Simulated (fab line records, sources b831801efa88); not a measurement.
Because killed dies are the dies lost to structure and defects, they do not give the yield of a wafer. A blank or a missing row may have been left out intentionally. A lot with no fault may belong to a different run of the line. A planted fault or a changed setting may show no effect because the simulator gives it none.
Comparing a struck lot with a sound one    flow sky130    25 out of 708 route steps
Sound: the wafers L322.1, L322.5, L322.6. Wafers L309.1, L309.4, L309.6 were the ones struck. The cause is given at the end.
Order at every step that has rows: each side's tool, ch and its chambers, its first start. Under that, the readings that differ: sound wafers    struck wafers    difference of the means    sigmas: that difference in standard deviations of wafers without a fault.
alike: a reading whose means differ by less than 2 such deviations, as well as words and numbers matching on both sides. not compared: withheld readings; readings where some wafer has no value; bounds like >300 that might hide an equal value; numbers whose values overlap and for which the record gives no deviation.
A row with sigmas, a row that says differs or no value, or rows on one side alone: a step with any of these is where the two part. When numbers do not overlap yet have no deviation, they are printed without sigmas and do not part them. A reading that every wafer of one side lacks parts them only if that side has two wafers or more.

SKY_VIA1_THK_MEAS_23: measures by xrf.
  struck on filmMetro-01, day 36 13:48; sound on filmMetro-02, day 40 04:29
  alike: VIA1_W_THK
then, 2 steps without rows for these wafers: SKY_VIA1_CMP_24 (polishes, stops on SiO2, t overpolish 15 s, target thk 0 nm); SKY_METAL2_SPUTTER_00 (material Ti, target thk 15 nm, time 10 s).
SKY_METAL2_SPUTTER_01: material TiN, target thk 20 nm, time 16.7 s.
  struck on pvdSputter-04, day 36 14:11; sound on pvdSputter-04, day 40 04:53
  alike: chamberPressurePa, throttleValvePct
then, 1 step without rows for these wafers: SKY_METAL2_SPUTTER_02 (material AlCu, target thk 250 nm, time 13.3 s).
SKY_METAL2_SPUTTER_03: material Ti, target thk 5 nm, time 3.3 s.
  struck on pvdSputter-04, day 36 14:14; sound on pvdSputter-04, day 40 04:56
  alike: chamberPressurePa, throttleValvePct
SKY_METAL2_SPUTTER_04: material TiN, target thk 70 nm, time 58.3 s.
  struck on pvdSputter-04, day 36 14:15; sound on pvdSputter-04, day 40 04:57
  alike: chamberPressurePa, throttleValvePct
SKY_METAL2_RS_MEAS_05: measures by four-point-probe.
  struck on filmMetro-01, day 36 14:18; sound on filmMetro-01, day 40 04:59
  alike: METAL2_ALCU_RS
SKY_METAL2_THK_MEAS_06: measures by xrf.
  struck on filmMetro-01, day 36 14:25; sound on filmMetro-01, day 40 05:07
  alike: METAL2_ALCU_THK
then, 3 steps without rows for these wafers: SKY_METAL2_DEHYDRATE_07 (time 60 s); SKY_METAL2_HMDS_08 (prime time 60 s); SKY_METAL2_COAT_09 (resist thk 60 nm).
SKY_METAL2_COAT_10: resist thk 450 nm.
  sound on lithoTrack-04 ch 0, day 40 16:00; struck on lithoTrack-04 ch 0, day 37 01:00
reading                                       sound                 struck                difference  sigmas
spinSpeedRpm (rpm)                            2995.7 3000.0 2999.3  2628.2 2629.1 2629.6  -369.4      -99 or more
model.KrF-thick_of_METAL2_COAT_10.thkNm (nm)  450 450.1 449         480.6 479.2 479.1     +29.9       
  alike: exhaustPa
then, 4 steps without rows for these wafers: SKY_METAL2_SOFTBAKE_11 (time 90 s); SKY_METAL2_EXPOSE_12 (exposes mask MM2, target cd 140 nm); SKY_METAL2_PEB_13; SKY_METAL2_DEVELOP_14 (develop time 60 s).
SKY_METAL2_CD_MEAS_15: the cd target is 140 nm.
  struck on cdSem-02, day 37 15:22; sound on cdSem-02, day 41 05:04
  alike: cdNm
SKY_METAL2_OVL_MEAS_16:
  struck on overlay-01, day 37 15:29; sound on overlay-01, day 41 05:11
  alike: METAL2_OVL
SKY_METAL2_DESCUM_17: chemistry O2, time 8 s.
  sound on rieMetal-04 ch 0,1, day 41 05:13; struck on rieMetal-04 ch 0, day 37 15:31
  alike: drypumpMotorCurrentA, oesProductAu
  not compared: rfHoursCounterH
SKY_METAL2_ETCH_18: etches BARC in N2/H2, stops on SiO2, time 45.9 s, target depth 60 nm.
  sound on rieMetal-04 ch 0,1, day 41 05:15; struck on rieMetal-04 ch 0, day 37 15:35
  alike: drypumpMotorCurrentA, oesProductAu, throttleValvePct
  not compared: rfHoursCounterH
SKY_METAL2_METAL_ETCH_19: etches the open film in Cl2/BCl3, stops on SiO2, target depth 360 nm, time 78 s.
  sound on rieMetal-04 ch 0,1, day 41 05:19; struck on rieMetal-04 ch 0, day 37 15:43
reading                                       sound            struck             difference  sigmas
model.KrF-thick_of_METAL2_COAT_10.thkNm (nm)  156 155.9 152.6  192.3 190.5 193.1  +37.1       
  alike: drypumpMotorCurrentA, oesProductAu, throttleValvePct
  not compared: rfHoursCounterH
SKY_METAL2_STRIP_20: strips in O2/N2.
  sound on plasmaAsher-01 ch 0,1, day 41 05:25; struck on plasmaAsher-01 ch 0,1, day 37 15:53
reading                   sound              struck             difference  sigmas
oesProductAu (a.u.)       0.337 0.353 0.347  0.364 0.361 0.359  +0.016      +3
stripTimeToEndpointS (s)  2.67 2.67 2.63     3.06 3.04 3.08     +0.40       +9
  alike: drypumpMotorCurrentA
  not compared: rfHoursCounterH
then, 1 step without rows for these wafers: SKY_METAL2_STRIP_21 (strips in post etch residue remover, time 1200 s).
-- the record jumps here: 10 days lie between the struck wafers' starts before and after (it left off in module METAL2 and takes up again in module PAD_OPEN, whose first step shown is number 708 of the route) --
SKY_PAD_OPEN_PROBE_99:
  struck on prober-02, day 47 14:04; sound on prober-01, day 50 06:04
  alike: defectLimitedYield, killed_at_M0_to_M3, killed_at_M4_up, killedAtContacts, killedAtFrontEnd, killedAtOther, killedDies, killedOpen, killedShort, sort_bin_3_pad_short, sort_bin_5_function, sort_bin_6_memory, sortNPass, sortYieldPct

WHERE THEY PART
Earliest at SKY_METAL2_COAT_10; latest, in this record, at SKY_METAL2_STRIP_20. Later steps at which nothing parts them and some readings are alike: SKY_PAD_OPEN_PROBE_99.

WHY: what the simulator had put in
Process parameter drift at SKY_METAL2_COAT_10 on lithoTrack-04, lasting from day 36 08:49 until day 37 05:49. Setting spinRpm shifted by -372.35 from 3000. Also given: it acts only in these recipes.
